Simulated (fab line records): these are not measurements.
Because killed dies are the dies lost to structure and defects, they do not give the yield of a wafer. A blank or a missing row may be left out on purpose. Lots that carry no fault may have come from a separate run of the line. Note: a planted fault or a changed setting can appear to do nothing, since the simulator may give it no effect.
A struck lot beside a sound one | flow gf180mcu | 21 out of 602 route steps
Sound: the wafers L141.1, L141.2, L141.5. The struck wafers were L150.1, L150.2, L150.4. Last of all comes the cause.
Per side, at each step with rows, come the tool, then ch with its chambers, and then its first start. Under that, the readings that differ: sound wafers | struck wafers | difference of the means | sigmas: that difference in standard deviations of wafers without a fault.
alike: words and numbers the same on both sides, and readings whose means are apart by under 2 such deviations; not compared: readings that were withheld, readings missing a value for some wafer, numbers with overlapping values and no deviation given by the record, and bounds like >300 which may hide the same value.
Wherever a step has rows on one side only, a row that says differs or no value, or a row with sigmas, the two part there. Numbers that don't overlap but have no deviation are shown without sigmas and don't part them. A reading missing from all wafers of one side parts the sides only when that side holds two or more wafers.

first, 1 step without rows for these wafers: GF_STI_OXIDATION_21 (stabilise 600 s, purge 300 s, target thk 15 nm).
GF_STI_THK_MEAS_22:
  sound on film_metro-01 at day 2 18:37; struck on film_metro-03 at day 4 17:42
  alike: STI_OXIDATION_01_THK
then, 1 step without rows for these wafers: GF_STI_CVD_23 (deposits SiO2, target thk 650 nm, time 108.3 s).
GF_STI_THK_MEAS_24:
  sound on film_metro-03 at day 2 18:46; struck on film_metro-02 at day 4 17:50
  alike: STI_CVD_23_THK
GF_STI_CMP_25: polishes, stops on Si3N4, t overpolish 33 s, target thk 524.6 nm.
  sound on cmp-02 ch 2,3, day 2 18:49; struck on cmp-01 ch 1,2,3, day 4 17:54
  alike: motor_current_A, overpolish_run_s, retaining_ring_pressure_frac, slurry_filter_dp_kPa, slurry_flow_ml_min, time_to_endpoint_s
then, 4 steps without rows for these wafers: GF_STI_WET_ETCH_26 (etches SiO2 in dHF, target depth 94 nm, time 188 s); GF_STI_WET_ETCH_27 (etches Si3N4 in H3PO4, target depth 160 nm, time 1825 s); GF_STI_WET_ETCH_28 (etches SiO2 in dHF, target depth 20 nm, time 40 s); GF_STI_OXIDATION_29 (stabilise 600 s, purge 300 s, target thk 10 nm).
GF_STI_THK_MEAS_30:
  sound on film_metro-02 at day 2 21:07; struck on film_metro-02 at day 4 20:16
  alike: STI_OXIDATION_02_THK
then, 2 steps without rows for these wafers: GF_DNWELL_DEHYDRATE_00 (time 60 s); GF_DNWELL_HMDS_01 (prime time 60 s).
GF_DNWELL_COAT_02: resist thk 3000 nm.
  sound on litho_track-02 ch 0, day 3 02:48; struck on litho_track-03 ch 0, day 5 02:34
  reading                                  | sound                | struck               | difference | sigmas
  spin_speed_rpm (rpm)                     | 2004.0 1997.1 1997.8 | 1926.1 1921.6 1923.7 | -75.8      | -51
  model.coat_of_DNWELL_COAT_02.thk_nm (nm) | 3018 3025 3024       | 3058 3057 3066       | +38        |
  alike: chill_plate_temp_C
then, 3 steps without rows for these wafers: GF_DNWELL_SOFTBAKE_03; GF_DNWELL_EXPOSE_04 (exposes mask DNWELL, target cd 1700 nm); GF_DNWELL_PEB_05.
GF_DNWELL_DEVELOP_06: develop time 60 s.
  sound on litho_track-03 ch 0; struck on litho_track-02 ch 0
  reading                                  | sound          | struck         | difference | sigmas
  model.coat_of_DNWELL_COAT_02.thk_nm (nm) | 3016 3024 3023 | 3057 3055 3065 | +38        |
  alike: chill_plate_temp_C
then, 1 step without rows for these wafers: GF_DNWELL_IMPLANT_07.
GF_DNWELL_STRIP_08: strips in O2/N2.
  sound on plasma_asher-03 ch 0,1, day 3 09:52; struck on plasma_asher-04 ch 0,1, day 5 10:03
  reading                      | sound             | struck            | difference | sigmas
  heater_power_w (W)           | 345 354 351       | 351 381 396       | +26        | +2
  strip_time_to_endpoint_s (s) | 37.15 37.24 37.24 | 37.59 37.58 37.70 | +0.41      | +3
  alike: drypump_motor_current_A, oes_product_au
  not compared: rf_hours_counter_h
GF_DNWELL_TW_MEAS_09:
  sound on film_metro-02 at day 3 09:58; struck on film_metro-04 at day 5 10:09
  reading   | sound          | struck         | difference | sigmas
  DNWELL_TW | 1337 1343 1338 | 1365 1369 1365 | +27        | +3
then, 1 step without rows for these wafers: GF_PASSIVATION_PROBE_99.

## WHERE THEY PART
At GF_DNWELL_COAT_02 first; at GF_DNWELL_TW_MEAS_09 last (within this record only).

WHY: what had been put in by the simulator
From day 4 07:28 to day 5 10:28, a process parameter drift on litho_track-03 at GF_DNWELL_COAT_02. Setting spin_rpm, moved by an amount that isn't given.
